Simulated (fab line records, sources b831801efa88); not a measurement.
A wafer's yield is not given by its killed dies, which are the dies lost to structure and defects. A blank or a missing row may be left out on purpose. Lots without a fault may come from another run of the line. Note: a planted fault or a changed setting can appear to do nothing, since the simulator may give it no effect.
Which tool is to blame? ; flow sky130 ; 10 lots with 30 wafers sampled at 3 steps, on a route of 708 steps

## WHAT THE GAUGES READ, wafer by wafer
SKY_VIA3_RS_MEAS_22: a four-point-probe measurement.
lot;measured;on;VIA3_W_RS (ohm/sq)
L226;day 40 08:04;filmMetro-01;0.292 0.291 0.291
L227;day 40 09:18;filmMetro-02;0.295 0.295 0.293
L230;day 41 08:01;filmMetro-01;0.296 0.295 0.297
L235;day 42 18:20;filmMetro-02;0.398 0.396 0.398
L236;day 43 09:17;filmMetro-03;0.295 0.299 0.298
L237;day 43 07:59;filmMetro-01;0.396 0.394 0.395
L240;day 44 01:56;filmMetro-03;0.296 0.294 0.297
L241;day 44 07:10;filmMetro-02;0.294 0.297 0.291
L247;day 45 15:58;filmMetro-02;0.296 0.297 0.294
L248;day 45 23:14;filmMetro-02;0.286 0.284 0.286

## TOOL THAT RAN EACH LOT (tool first, then ch and the chambers of the sampled wafers, then the start)
lot;SKY_VIA3_STRIP_16;SKY_VIA3_CVD_21
L226;plasmaAsher-02 ch 0,1, day 40 07:17;cvdW-01 ch 0,1, day 40 07:57
L227;plasmaAsher-02 ch 0,1, day 40 08:32;cvdW-01 ch 0,1, day 40 09:11
L230;plasmaAsher-03 ch 1, day 41 07:14;cvdW-01 ch 0,1, day 41 07:53
L235;plasmaAsher-03 ch 0,1, day 42 17:32;cvdW-01 ch 0,1, day 42 18:13
L236;plasmaAsher-02 ch 0,1, day 43 08:26;cvdW-02 ch 0,1, day 43 09:08
L237;plasmaAsher-01 ch 0, day 43 07:11;cvdW-01 ch 0,1, day 43 07:50
L240;plasmaAsher-01 ch 0,1, day 44 01:08;cvdW-02 ch 0,1, day 44 01:47
L241;plasmaAsher-02 ch 0,1, day 44 06:17;cvdW-02 ch 0,1, day 44 07:02
L247;plasmaAsher-02 ch 0,1, day 45 15:08;cvdW-02 ch 0,1, day 45 15:49
L248;plasmaAsher-03 ch 0,1, day 45 22:26;cvdW-01 ch 0,1, day 45 23:05
- SKY_VIA3_STRIP_16: strips in O2/N2.
- SKY_VIA3_CVD_21: deposits W, target thk 390 nm, time 117.31 s.

## THE ANSWER, worked out from the rows above alone
Rule: usual is defined by the lots themselves. Put in order of their means at a reading, lots are off if they are a third of the lots or fewer, leave a main group of 4 or more, and stand apart from it by a gap of 3 or more times the standard deviation of the main group's means; of several such gaps the widest counts. A main group is skipped when, at the precision printed for the reading in the tables above, its means are all equal. Also off: a lot with no number at a reading for which 4 or more lots have one. Any other lot the step has rows for is counted as sound.
Off: L235, L237, at SKY_VIA3_RS_MEAS_22 (VIA3_W_RS). Mean 0.294 ohm/sq and standard deviation 0.0036 in the main group.
If a tool, at a process step before that reading, ran all the lots that are off and no sound lot after the first of them, it fits. Those tools and the gauges at SKY_VIA3_RS_MEAS_22 are tried in the same way. Of those tried, none fits.

## WHAT HAD BEEN PUT IN BY THE SIMULATOR
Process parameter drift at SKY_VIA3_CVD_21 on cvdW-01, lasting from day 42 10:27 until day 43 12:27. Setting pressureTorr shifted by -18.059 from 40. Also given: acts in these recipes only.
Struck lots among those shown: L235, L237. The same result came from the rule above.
